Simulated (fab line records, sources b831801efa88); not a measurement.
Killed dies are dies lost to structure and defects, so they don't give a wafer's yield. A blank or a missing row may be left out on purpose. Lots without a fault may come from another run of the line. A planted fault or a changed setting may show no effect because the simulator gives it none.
Chamber matching | flow sky130 | SKY_PASSIVATION_CVD_00 on pecvd-03: 3 sister chambers
The step deposits SiO2, target thk 90 nm. 16 wafers are shown with their chamber, then 8 later ones without.

WAFERS WITH THEIR CHAMBER
wafer  | chamber | heater_power_w (W)
L074.3 | 1       | 743
L074.4 | 0       | 507
L074.5 | 1       | 734
L078.2 | 1       | 720
L078.3 | 2       | 676
L078.4 | 2       | 699
L080.2 | 2       | 697
L080.5 | 2       | 704
L080.6 | 0       | 409
L082.3 | 0       | 458
L082.5 | 1       | 739
L082.6 | 2       | 698
L090.1 | 0       | 484
L090.3 | 2       | 568
L090.5 | 2       | 594
L092.1 | 1       | 696

SIGNATURES (means of the wafers above)
reading        | chamber 0 | chamber 1 | chamber 2 | scatter within a chamber
heater_power_w | 464.50    | 726.40    | 662.29    | 44.8
Rule: a wafer's distance from a chamber is the root of the sum, over the readings, of the square of ((its reading less the chamber's mean) divided by the reading's scatter). The wafer belongs to the nearest chamber; if the next one is less than 2 further off, it can't be placed. The scatter: the root of (the sum of the squares of (reading less its chamber's mean) over the shown wafers, divided by (wafers less chambers)).

WAFERS WITHOUT THEIR CHAMBER
wafer  | heater_power_w (W)
L092.4 | 427
L092.6 | 433
L095.2 | 441
L095.5 | 613
L095.6 | 452
L097.1 | 499
L097.5 | 506
L097.6 | 653

WHICH CHAMBER EACH WENT THROUGH
wafer  | from the rows above     | in truth
L092.4 | 0                       | 0
L092.6 | 0                       | 0
L095.2 | 0                       | 0
L095.5 | can't be placed: 2 or 1 | 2
L095.6 | 0                       | 0
L097.1 | 0                       | 0
L097.5 | 0                       | 0
L097.6 | can't be placed: 2 or 1 | 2
Placed correctly: 6 of 8. Can't be placed from these rows: 2 (the true chamber is among the candidates in 2). Placed wrongly: 0.
